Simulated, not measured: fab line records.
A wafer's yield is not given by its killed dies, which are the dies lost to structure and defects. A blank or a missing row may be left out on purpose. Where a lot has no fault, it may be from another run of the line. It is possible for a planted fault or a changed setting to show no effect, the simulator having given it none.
A single fault, viewed from 2 desks -- flow gf180mcu -- each desk has only its own numbers; what lay behind them comes last

== THE METROLOGY DESK ==
Means of the sampled wafers that have a number, per lot and without regard to the tool the lot ran on: this is what the gauges read. Marked OUT: a lot whose mean sits more than 4 standard deviations from the usual mean, which makes it out of limits; the brackets give that distance.
Columns: A = VT_IMPLANT_01_OVL at GF_VT_IMPLANT_OVL_MEAS_18, usual -0.1 nm; B = MVPSD_RS at GF_VT_IMPLANT_RS_MEAS_49, usual 1169.7 ohm/sq; C = DUAL_GATE_OVL at GF_DUAL_GATE_OVL_MEAS_11, usual 0.3 nm; D = cdNm at GF_POLY_GATE_CD_MEAS_18, usual 279.9 nm
lot,first seen here,A,B,C,D
L500,day 6 06:34,-2.3,1171.0,-0.8,279.1
L502,day 6 18:41,-1.0,1169.5,0.7,279.2
L504,day 7 06:47,0.8,1173.2,1.5,282.5
L505,day 7 12:55,1.5,1170.9,0.1,281.9
L506,day 7 19:50,0.6,1171.1,1.8,279.5
L507,day 8 01:05,1.8,1173.4,-1.3,279.0
L510,day 8 21:01,0.3,1172.2,-0.4,278.2
L512,day 9 09:44,0.2,1166.3,1.0,280.1
L513,day 9 14:41,0.1,1164.0,-,-
L514,day 9 20:49,-2.0,1173.6,-,-
L517,day 10 14:51,-0.5,1168.6,0.3,280.8
L518,day 10 22:47,-0.5,1166.7,-0.6,279.2
L521,day 11 17:44,-1.4,1166.1,0.0,279.4
L522,day 12 01:59,-0.6,1166.8,0.9,279.9
This desk's finding: nothing out of limits on any of the 14 lots.

== FOR THE TOOL OWNER'S DESK: lithoTrack-04 ==
The tool's own readings at GF_DUAL_GATE_DEVELOP_10 (develop time 60 s): means of the sampled wafers that have a number, for each lot that ran on this tool. Marked OUT: a lot whose mean sits more than 4 standard deviations from the usual mean, which makes it out of limits; the brackets give that distance.
Columns: A = developerTempC at GF_DUAL_GATE_DEVELOP_10, usual 22.99 C
lot,first seen here,A
L504,day 9 08:57,22.98
L505,day 9 17:13,22.99
L506,day 10 05:00,23.07
L513,day 11 23:07,22.96
L514,day 12 05:51,22.83
This desk's finding: nothing out of limits on any of the 5 lots.

== TAKEN TOGETHER ==
From the metrology desk's view, nothing was out of limits.
Nothing out of limits was seen by the tool owner's desk.

== WHAT THE SIMULATOR HAD INSERTED ==
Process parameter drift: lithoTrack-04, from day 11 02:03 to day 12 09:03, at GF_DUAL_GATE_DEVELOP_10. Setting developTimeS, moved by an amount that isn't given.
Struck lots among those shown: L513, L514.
